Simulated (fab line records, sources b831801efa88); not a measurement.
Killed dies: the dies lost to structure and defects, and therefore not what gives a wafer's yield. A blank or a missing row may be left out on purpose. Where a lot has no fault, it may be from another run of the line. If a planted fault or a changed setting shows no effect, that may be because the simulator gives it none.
Check for tools in common + flow sky130 + Sample size 13 lots and 39 wafers

== REASON FOR OPENING ==
Of 13 lots, 1 have the reading VT_ADJUST_LVTN_TW flagged at SKY_VT_ADJUST_LVTN_TW_MEAS_10. Wafers without a fault read 239.1, standard deviation 2.6.
Rule: a lot gets a flag if all its wafers with a number sit over 4 standard deviations from that mean, or if no wafer of it has a number. The rest of the lots are taken to be sound.

| lot  | measured     | on            | VT_ADJUST_LVTN_TW, wafer by wafer | flag    |
|------|--------------|---------------|-----------------------------------|---------|
| L958 | day 7 00:54  | film-metro-01 | 240.6 240.9 240.2                 |         |
| L959 | day 7 11:56  | film-metro-01 | 240.6 240.5 241.2                 |         |
| L960 | day 7 14:29  | film-metro-02 | 239.3 239.6 241.5                 |         |
| L963 | day 8 11:17  | film-metro-01 | 242.1 242.7 240.5                 |         |
| L964 | day 8 20:42  | film-metro-04 | 239.2 238.3 238.8                 |         |
| L967 | day 9 22:02  | film-metro-01 | 240.8 241.6 241.8                 |         |
| L968 | day 9 22:59  | film-metro-01 | 241.8 242.5 241.3                 |         |
| L966 | day 9 23:55  | film-metro-01 | 241.8 242.2 241.5                 |         |
| L969 | day 10 08:39 | film-metro-02 | 241.1 240.6 241.3                 |         |
| L970 | day 10 18:11 | film-metro-01 | 30.0 30.0 29.9                    | FLAGGED |
| L975 | day 11 20:35 | film-metro-01 | 240.3 241.5 239.4                 |         |
| L977 | day 12 06:20 | film-metro-04 | 234.8 233.4 233.0                 |         |
| L980 | day 13 10:08 | film-metro-04 | 235.8 236.7 235.5                 |         |
The numbers of the flagged lots are 30.0 on average: -209.1 against the usual, or -80 standard deviations.

== TOOL THAT RAN EACH LOT ==
The record holds 2 process steps before the reading, out of a route of 708 steps. Cell contents, in order: the tool; ch with the chambers the sampled wafers went through; the start.
| lot  | flag    | SKY_FIELD_ISO_ETCH_17           | SKY_VT_ADJUST_LVTN_EXPOSE_04        |
|------|---------|---------------------------------|-------------------------------------|
| L958 |         | rie-si-02 ch 0,1,3, day 2 09:31 | iline-stepper-01 ch 0, day 6 15:24  |
| L959 |         | rie-si-02 ch 2,3, day 2 14:56   | iline-stepper-02 ch 0, day 7 01:41  |
| L960 |         | rie-si-01 ch 0,2,3, day 2 21:01 | iline-stepper-02 ch 0, day 7 04:19  |
| L963 |         | rie-si-02 ch 0,1,2, day 3 13:13 | iline-stepper-01 ch 0, day 8 01:57  |
| L964 |         | rie-si-02 ch 1,2,3, day 3 17:49 | iline-stepper-02 ch 0, day 8 10:06  |
| L967 |         | rie-si-02 ch 1,2,3, day 4 09:07 | iline-stepper-01 ch 0, day 9 11:13  |
| L968 |         | rie-si-02 ch 0,1,2, day 4 13:35 | iline-stepper-02 ch 0, day 9 12:26  |
| L966 |         | rie-si-01 ch 0,1,2, day 4 06:25 | iline-stepper-01 ch 0, day 9 13:34  |
| L969 |         | rie-si-01 ch 0,1,3, day 4 19:55 | iline-stepper-02 ch 0, day 9 21:41  |
| L970 | FLAGGED | rie-si-01 ch 2,3, day 5 05:35   | iline-stepper-01 ch 0, day 10 07:23 |
| L975 |         | rie-si-01 ch 1,2, day 6 07:19   | iline-stepper-01 ch 0, day 11 08:44 |
| L977 |         | rie-si-01 ch 0,1,2, day 6 14:04 | iline-stepper-01 ch 0, day 11 18:19 |
| L980 |         | rie-si-02 ch 1,2,3, day 7 05:08 | iline-stepper-01 ch 0, day 12 21:19 |
These steps, and what they do:
- SKY_FIELD_ISO_ETCH_17: etches Si in HBr/Cl2/O2, target depth 342 nm, time 97.7 s.
- SKY_VT_ADJUST_LVTN_EXPOSE_04: exposes mask NWM COMPLEMENT LESS NATIVE, target cd 840 nm.
- SKY_VT_ADJUST_LVTN_TW_MEAS_10

== FLAGGED AGAINST TOTAL, ONE TOOL AT A TIME (gauges that did the reading follow at the end) ==
| step                          | tool             | lots run | flagged | share of the flagged lots | sound lots run after its first flagged lot |
|-------------------------------|------------------|----------|---------|---------------------------|--------------------------------------------|
| SKY_FIELD_ISO_ETCH_17         | rie-si-01        | 6        | 1       | all                       | 2 (L975,L977)                              |
| SKY_FIELD_ISO_ETCH_17         | rie-si-02        | 7        | 0       | none                      | -                                          |
| SKY_VT_ADJUST_LVTN_EXPOSE_04  | iline-stepper-01 | 8        | 1       | all                       | 3 (L975,L977,L980)                         |
| SKY_VT_ADJUST_LVTN_EXPOSE_04  | iline-stepper-02 | 5        | 0       | none                      | -                                          |
| SKY_VT_ADJUST_LVTN_TW_MEAS_10 | film-metro-01    | 8        | 1       | all                       | 1 (L975)                                   |
| SKY_VT_ADJUST_LVTN_TW_MEAS_10 | film-metro-02    | 2        | 0       | none                      | -                                          |
| SKY_VT_ADJUST_LVTN_TW_MEAS_10 | film-metro-04    | 3        | 0       | none                      | -                                          |

== WHAT THE TABLE ALLOWS ==
Rows of the table that ran every flagged lot, 3 in all: rie-si-01 at SKY_FIELD_ISO_ETCH_17, iline-stepper-01 at SKY_VT_ADJUST_LVTN_EXPOSE_04, film-metro-01 at SKY_VT_ADJUST_LVTN_TW_MEAS_10.
- rie-si-01 at SKY_FIELD_ISO_ETCH_17 ran 6 lots, 1 of them flagged. Sound lots ran on it after the first flagged one (L975, L977), which a lasting fault on the whole tool wouldn't allow.
- iline-stepper-01 at SKY_VT_ADJUST_LVTN_EXPOSE_04 ran 8 lots, 1 of them flagged. Sound lots ran on it after the first flagged one (L975, L977, L980), which a lasting fault on the whole tool wouldn't allow.
- film-metro-01 at SKY_VT_ADJUST_LVTN_TW_MEAS_10 ran 8 lots, 1 of them flagged. Sound lots ran on it after the first flagged one (L975), which a lasting fault on the whole tool wouldn't allow.
Not one row of the table ran every flagged lot while running no sound lot after the first.

== WHAT WAS PUT IN BY THE SIMULATOR ==
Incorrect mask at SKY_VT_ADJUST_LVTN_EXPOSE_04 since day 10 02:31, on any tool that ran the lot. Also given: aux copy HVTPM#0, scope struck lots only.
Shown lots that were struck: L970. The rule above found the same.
